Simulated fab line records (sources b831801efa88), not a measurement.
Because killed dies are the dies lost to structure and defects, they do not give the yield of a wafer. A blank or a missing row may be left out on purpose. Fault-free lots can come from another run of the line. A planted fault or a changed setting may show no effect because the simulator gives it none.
Chamber matching	flow sky130	SKY_CONTACT_CVD_00 on pecvd-02 has 3 sister chambers
The step deposits Si3N4, target thk 75 nm. 3 wafers are shown with their chamber, then 7 later ones without.

== WAFERS WITH THEIR CHAMBER ==
wafer	chamber	heater power w (W)
L397.6	1	607
L412.1	2	839
L412.3	0	727

== WAFERS WITHOUT THEIR CHAMBER ==
wafer	heater power w (W)
L412.6	718
L415.1	796
L415.4	790
L415.6	887
L416.2	482
L416.5	829
L416.6	777

== WHICH CHAMBER EACH ONE RAN IN ==
wafer	from the rows above	in truth
L412.6	can't be placed: 0 or 1 or 2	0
L415.1	can't be placed: 2 or 0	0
L415.4	can't be placed: 2 or 0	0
L415.6	can't be placed: 2 or 0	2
L416.2	1	1
L416.5	can't be placed: 2 or 0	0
L416.6	can't be placed: 0 or 2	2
1 of 7 placed correctly. Cannot be placed on the basis of these rows: 6; the candidates contain the true chamber in 6. Wrongly placed: 0.
How it was worked out, from the rows above alone: a wafer's distance from a chamber is the root of the sum, over the readings, of the square of ((its reading less the chamber's mean) divided by the reading's scatter). If the next closest chamber is less than 2 further off than the closest, the wafer can't be placed; otherwise it belongs to the closest. For every chamber, the mean is computed from those of its wafers that are shown. The scatter: with one shown wafer a chamber, the root of the mean of the squares of how far each hidden wafer lies from its nearest shown one.
